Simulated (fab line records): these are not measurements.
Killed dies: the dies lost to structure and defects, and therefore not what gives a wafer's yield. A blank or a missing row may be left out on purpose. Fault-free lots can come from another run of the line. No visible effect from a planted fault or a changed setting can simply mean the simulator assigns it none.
fab line records    flow sky130
record lots=6  wafers=18  last-day=50
route steps=708 shown FIELD_ISO@5 PAD_OPEN@708
lots untouched by any fault: they come from a run of this same line in which no faults occurred
start-h: hours from the record's first day to the start of the lot's first wafer shown    wait-h: hours from the lot's prior step to this one    " as in the row above    L1.1+2: a single row standing in for several wafers    - value missing, or start not given    * or withheld: withheld    < > ~ a bound
route shown NAME@n: names a module that has steps shown in the file, with the first one's number in the route    usual: average and standard deviation across the fault-free wafers    same: alike in all rows    chamber/n: place in a boat    sites: per-site readings    _std_site: standard deviation of those values    _edge_site: outer sites' mean less inner sites'    radius-mm: how far each site lies from the wafer's centre    mask NAME#n: copy n    behind: tool/chamber where the wafer was last shaped    hold: what put the lot on hold/how long, in hours/how the hold closed    device: which transistor (n, p or np) failed to switch    end of line: at the end of the route, the tests of the same wafers    a step with no rows: only its recipe    killed: count of dies lost to structure and defects at first sort (not the wafer's yield)    map: a wafer's dies, marking killed ones x, the rest . and places with no die _
set.NAME: the setting the step ran with; set.NAME@STEP: the setting that earlier step ran with    model.NAME: the simulator's own value behind a step, which no gauge read
lots at selected steps of the route; one table per step, one row per wafer
services: from which hour (start-h, from the record's first day; less than 0 if before it) a tool's chamber was out of use, for how many hours, and why
## steps
# step SKY_FIELD_ISO_THK_MEAS_04
# recipe reads=Si3N4_of_FIELD_ISO_CVD_03
# usual FIELD_ISO_CVD_03_THK=159.7/1.5
lot.wafer  tool           chamber  start-h  wait-h  FIELD_ISO_CVD_03_THK[nm]
L871.1     film-metro-02  -        25.14    0.0     158.1
L871.5     "              -        "        "       158.3
L871.6     "              -        "        "       159.2
L873.3     film-metro-03  -        35.36    0.1     159.7
L873.5     "              -        "        "       160.4
L873.6     "              -        "        "       159.7
L881.1     film-metro-01  -        74.92    0.0     161.3
L881.2     "              -        "        "       161.2
L881.6     "              -        "        "       160.8
L880.3     film-metro-02  -        74.93    0.1     162.3
L880.4     "              -        "        "       162.5
L880.5     "              -        "        "       162.6
L886.1     film-metro-01  -        99.51    0.0     160.7
L886.3     "              -        "        "       159.9
L886.5     "              -        "        "       159.8
L890.2     film-metro-02  -        118.55   0.0     158.6
L890.4     "              -        "        "       158.4
L890.5     "              -        "        "       157.3
# step SKY_FIELD_ISO_DEHYDRATE_05
# recipe temp-c=200  time-s=60
# step SKY_FIELD_ISO_HMDS_06
# recipe prime-time-s=60  prime-temp-c=120
# step SKY_FIELD_ISO_COAT_07
# recipe resist=BARC  temp-c=withheld  time-s=withheld  spin-rpm=3000  resist-thk-nm=60
# step SKY_FIELD_ISO_COAT_08
# recipe resist=KrF-thick  spin-rpm=3000  resist-thk-nm=450
# step SKY_FIELD_ISO_SOFTBAKE_09
# recipe temp-c=100.9  time-s=90  resist=KrF-thick
# step SKY_FIELD_ISO_EXPOSE_10
# recipe mask-id=FOM  na=0.68  source-shape=annular  sigma-inner=0.4  sigma-outer=0.8  target-cd-nm=150  dose-mj=28
# step SKY_FIELD_ISO_PEB_11
# recipe peb-temp-c=withheld  peb-time-s=withheld  resist=KrF-thick
# step SKY_FIELD_ISO_DEVELOP_12
# recipe develop-time-s=60  resist=KrF-thick  dev-temp-c=21
# step SKY_FIELD_ISO_CD_MEAS_13
# recipe target-cd-nm=150
# usual cd-nm=149.4/1.7
lot.wafer  tool       chamber  start-h  wait-h  cd-nm
L871.1     cd-sem-02  -        40.23    -       144.9
L871.5     "          -        "        "       146.2
L871.6     "          -        "        "       145.6
L873.3     cd-sem-02  -        51.02    -       148.3
L873.5     "          -        "        "       148.7
L873.6     "          -        "        "       147.8
L880.3     cd-sem-02  -        91.76    -       151.4
L880.4     "          -        "        "       151.6
L880.5     "          -        "        "       150.6
L881.1     cd-sem-01  -        92.77    -       149.1
L881.2     "          -        "        "       150.3
L881.6     "          -        "        "       148.7
L886.1     cd-sem-02  -        116.48   -       151.2
L886.3     "          -        "        "       151.9
L886.5     "          -        "        "       151.2
L890.2     cd-sem-02  -        137.39   -       151.1
L890.4     "          -        "        "       151.3
L890.5     "          -        "        "       149.2
# step SKY_FIELD_ISO_ETCH_14
# recipe chemistry=N2/H2  target=BARC  ion-energy-ev=200  source-w=500  bias-w=100  pressure-mtorr=30  n2-flow-sccm=100  h2-flow-sccm=200  stop-on=SiO2  time-s=45.9  target-depth-a=600
# usual drypump-motor-current-A=6.03/0.28  oes-product-au=0.854/0.0051  rf-fwd-power-W=494.7/1.9  throttle-valve-pct=13.225/0.009
lot.wafer  tool         chamber  start-h  wait-h  drypump-motor-current-A  oes-product-au  rf-fwd-power-W  rf-hours-counter-h  throttle-valve-pct
L871.1     rie-diel-02  3        40.35    0.1     6.21                     0.853           494.0           161                 13.241
L871.5     "            0        "        "       5.86                     0.850           495.1           -                   13.221
L871.6     "            1        "        "       6.00                     0.862           495.0           -                   13.228
L873.3     rie-diel-03  3        51.10    0.1     5.42                     0.843           495.2           70                  13.226
L873.5     "            3        "        "       5.42                     0.854           492.1           -                   13.235
L873.6     "            2        "        "       5.67                     0.859           492.6           -                   13.222
L880.3     rie-diel-02  1        91.84    0.1     6.02                     0.855           496.4           76                  13.222
L880.4     "            3        "        "       6.18                     0.846           495.5           162                 13.218
L880.5     "            0        "        "       5.86                     0.852           494.4           -                   13.218
L881.1     rie-diel-04  1        92.89    0.1     6.38                     0.855           495.4           67                  13.228
L881.2     "            0        "        "       5.41                     0.854           489.3           117                 13.235
L881.6     "            1        "        "       6.39                     0.849           495.0           -                   13.233
L886.1     rie-diel-02  0        116.60   0.1     5.88                     0.861           493.6           76                  13.226
L886.3     "            2        "        "       6.29                     0.854           494.6           65                  13.233
L886.5     "            1        "        "       6.04                     0.861           497.1           -                   13.229
L890.2     rie-diel-02  2        137.49   0.1     6.24                     0.854           492.9           65                  13.225
L890.4     "            3        "        "       6.21                     0.860           495.5           0                   13.216
L890.5     "            2        "        "       6.25                     0.855           491.9           -                   13.223
# step SKY_FIELD_ISO_ETCH_15
# recipe chemistry=CHF3/O2  target-depth-nm=180  stop-on=Si  source-w=600  bias-w=200  pressure-mtorr=40  chf3-flow-sccm=50  O2_flow_sccm=5  time-s=72
# usual drypump-motor-current-A=6.02/0.29  oes-product-au=0.927/0.0068  rf-fwd-power-W=595.2/2.2  throttle-valve-pct=8.838/0.0096
lot.wafer  tool         chamber  start-h  wait-h  drypump-motor-current-A  oes-product-au  rf-fwd-power-W  rf-hours-counter-h  throttle-valve-pct
L871.1     rie-diel-02  3        40.39    0.0     6.16                     0.922           598.6           161                 8.833
L871.5     "            0        "        "       5.86                     0.929           597.4           -                   8.842
L871.6     "            1        "        "       6.04                     0.928           596.4           -                   8.840
L873.3     rie-diel-03  3        51.14    0.0     5.37                     0.934           594.8           70                  8.830
L873.5     "            3        "        "       5.36                     0.937           590.2           -                   8.842
L873.6     "            2        "        "       5.68                     0.934           594.2           -                   8.822
L880.3     rie-diel-02  1        91.88    0.0     6.02                     0.934           600.0           76                  8.843
L880.4     "            3        "        "       6.14                     0.938           595.5           162                 8.832
L880.5     "            0        "        "       5.86                     0.934           596.3           -                   8.834
L881.1     rie-diel-04  1        92.93    0.0     6.37                     0.931           597.2           67                  8.838
L881.2     "            0        "        "       5.46                     0.930           589.2           117                 8.860
L881.6     "            1        "        "       6.37                     0.935           596.0           -                   8.807
L886.1     rie-diel-02  0        116.64   0.0     5.86                     0.926           597.2           76                  8.829
L886.3     "            2        "        "       6.28                     0.921           594.4           65                  8.829
L886.5     "            1        "        "       5.98                     0.925           597.8           -                   8.832
L890.2     rie-diel-02  2        137.53   0.0     6.27                     0.925           595.0           65                  8.820
L890.4     "            3        "        "       6.17                     0.924           599.7           0                   8.842
L890.5     "            2        "        "       6.27                     0.922           596.8           -                   8.835
# step SKY_FIELD_ISO_STRIP_16
# recipe chemistry=O2/N2  power-w=1400  pressure-mtorr=1500  platen-temp-c=withheld  o2-flow-sccm=3000  n2-flow-sccm=300  overash-fraction=0.5
# usual drypump-motor-current-A=5.6/0.58  oes-product-au=0.377/0.0049  overash-fraction=0.5/0  strip-time-to-endpoint-s=3.52/0.038
lot.wafer  tool             chamber  start-h  wait-h  drypump-motor-current-A  oes-product-au  overash-fraction  rf-hours-counter-h  strip-time-to-endpoint-s
L871.1     plasma-asher-01  0        40.45    0.0     6.2                      0.383           0.5               37                  3.45
L871.5     "                1        "        "       6.0                      0.383           0.5               -                   3.53
L871.6     "                0        "        "       6.2                      0.375           0.5               -                   3.53
L873.3     plasma-asher-02  1        51.23    0.1     5.0                      0.376           0.5               -                   3.55
L873.5     "                0        "        "       4.8                      0.379           0.5               -                   3.57
L873.6     "                1        "        "       5.0                      0.370           0.5               -                   3.53
L880.3     plasma-asher-02  1        91.97    0.1     5.0                      0.384           0.3               -                   3.53
L880.4     "                0        "        "       4.8                      0.378           0.5               -                   3.49
L880.5     "                1        "        "       5.0                      0.375           0.3               -                   3.54
L881.1     plasma-asher-02  1        92.99    0.0     5.0                      0.374           0.3               29                  3.56
L881.2     "                0        "        "       4.8                      0.369           0.5               29                  3.49
L881.6     "                1        "        "       5.0                      0.378           0.3               -                   3.57
L886.1     plasma-asher-01  0        116.70   0.0     6.3                      0.377           0.5               45                  3.54
L886.3     "                1        "        "       6.0                      0.380           0.5               -                   3.51
L886.5     "                1        "        "       6.0                      0.372           0.5               -                   3.51
L890.2     plasma-asher-01  1        137.59   0.0     6.0                      0.370           0.5               47                  3.50
L890.4     "                1        "        "       6.0                      0.382           0.5               -                   3.54
L890.5     "                1        "        "       6.0                      0.369           0.5               -                   3.54
# step SKY_FIELD_ISO_ETCH_17
# recipe target-depth-a=3420  mask-material=Si3N4  chemistry=HBr/Cl2/O2  target=Si  taper-deg=5  icp-w=600  bias-w=150  pressure-mtorr=15  HBr_flow_sccm=150  Cl2_flow_sccm=40  O2_flow_sccm=6  time-s=97.7
# usual drypump-motor-current-A=5.72/0.16  oes-product-au=0.998/0.011  rf-fwd-power-W=595.7/2.2  throttle-valve-pct=25.657/0.011
lot.wafer  tool       chamber  start-h  wait-h  drypump-motor-current-A  oes-product-au  rf-fwd-power-W  rf-hours-counter-h  throttle-valve-pct
L871.1     rie-si-02  3        40.55    0.1     5.66                     0.994           594.2           1                   25.664
L871.5     "          1        "        "       5.96                     0.996           596.5           -                   25.644
L871.6     "          2        "        "       5.53                     0.992           596.9           -                   25.656
L873.3     rie-si-01  1        51.30    0.0     5.64                     0.986           598.5           56                  25.662
L873.5     "          3        "        "       5.98                     0.994           598.8           -                   25.648
L873.6     "          0        "        "       5.71                     1.007           593.8           -                   25.660
L880.3     rie-si-01  0        92.04    0.0     5.72                     0.993           593.4           25                  25.652
L880.4     "          1        "        "       5.64                     0.991           593.3           56                  25.663
L880.5     "          0        "        "       5.72                     0.999           597.6           -                   25.663
L881.1     rie-si-02  1        93.09    0.1     5.97                     0.978           593.2           0                   25.658
L881.2     "          0        "        "       5.49                     1.005           598.5           61                  25.650
L881.6     "          3        "        "       5.64                     0.995           593.5           -                   25.666
L886.1     rie-si-02  0        116.80   0.1     5.47                     1.011           595.9           61                  25.633
L886.3     "          2        "        "       5.56                     1.010           596.1           43                  25.650
L886.5     "          3        "        "       5.67                     1.000           592.9           -                   25.661
L890.2     rie-si-01  2        137.69   0.1     5.72                     0.990           593.3           95                  25.669
L890.4     "          3        "        "       6.01                     1.005           594.9           118                 25.667
L890.5     "          1        "        "       5.64                     0.999           596.1           -                   25.654
# step SKY_PAD_OPEN_PROBE_99
# usual killed_at_M0_to_M3=43/7.1  killed_at_M4_up=3/1.7  killed-at-contacts=25/5.6  killed-at-front-end=16/4.1  killed-at-other=0.2/0.49  killed-dies=87/9.8  killed-open=47/7.6  killed-short=40/6.1
# same gross-dies=492  killed-at-back-side=0
lot.wafer  tool       chamber  start-h  wait-h  killed_at_M0_to_M3  killed_at_M4_up  killed-at-contacts  killed-at-front-end  killed-at-other  killed-dies  killed-open  killed-short
L873.3     prober-01  -        1093.29  0.2     26                  2                31                  10                   0                69           39           30
L873.5     prober-01  -        1093.39  0.2     35                  2                18                  18                   0                73           43           30
L873.6     prober-01  -        1093.44  0.2     47                  0                31                  15                   0                93           48           45
# killed by level:class
L873.3 CONTACT:geometric-particle:open=10 VIA1:geometric-particle:open=8 LI_CONTACT:geometric-particle:open=7 CONTACT:geometric-particle:short=5 VIA2:geometric-particle:open=5 LOCAL_INTERCONNECT:geometric-particle:short=4 METAL1:geometric-particle:short=4 FIELD_ISO:geometric-particle:short=3
L873.5 LI_CONTACT:geometric-particle:open=10 VIA3:geometric-particle:open=7 VIA2:geometric-particle:open=6 POLY_GATE:geometric-particle:open=5 VIA1:geometric-particle:short=5 VIA1:geometric-particle:open=5 SPACER:geometric-particle:short=4 LOCAL_INTERCONNECT:geometric-particle:short=4
L873.6 VIA1:geometric-particle:open=11 CONTACT:geometric-particle:open=10 LI_CONTACT:geometric-particle:open=9 VIA1:geometric-particle:short=9 VIA3:geometric-particle:short=7 VIA3:geometric-particle:open=5 POLY_GATE:geometric-particle:short=4 POLY_GATE:geometric-particle:open=4
## services
tool         chamber  start-h  hours  kind
rie-diel-02  0        25.38    1.9    repair
rie-si-01    3        51.60    10.0   repair
rie-si-02    -        54.50    0.1    repair
rie-diel-03  3        64.19    3.0    repair
rie-si-02    1        71.31    -      clean
rie-si-02    1        71.31    17.7   scheduled-down
rie-si-02    1        71.31    17.7   vent-cycle
rie-diel-03  -        84.71    0.2    repair
rie-diel-03  3        85.14    6.7    repair
rie-diel-02  3        110.33   -      clean
rie-diel-02  3        110.33   12.2   scheduled-down
rie-diel-02  3        110.33   12.2   vent-cycle
rie-diel-04  -        111.80   1.8    repair
## key
first-sign step=SKY_FIELD_ISO_STRIP_16  reading=overash-fraction  direction=down  sigmas=99+  usual=0.5  struck=0.3
effect none on later readings
met-at SKY_FIELD_ISO_STRIP_16
struck-wafers L880.3,L880.5,L881.1,L881.6
tester-left-out L880,L881
onset-between 51.23 91.97
fault kind=process-parameter-drift  tool=plasma-asher-02  chamber=1  onset-h=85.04  steps=SKY_FIELD_ISO_STRIP_16  channel=overash-fraction  offset=-0.2  shape=step  end-h=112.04  acts-in=these-recipes-only  stated=0.5
# tester-left-out: of these lots the tester's yield and bins aren't shown, on N5 and GAA mostly nor the transistor test; their killed dies are dies lost to structure and defects alone, not to doping, threshold or leakage, so they don't give the yield
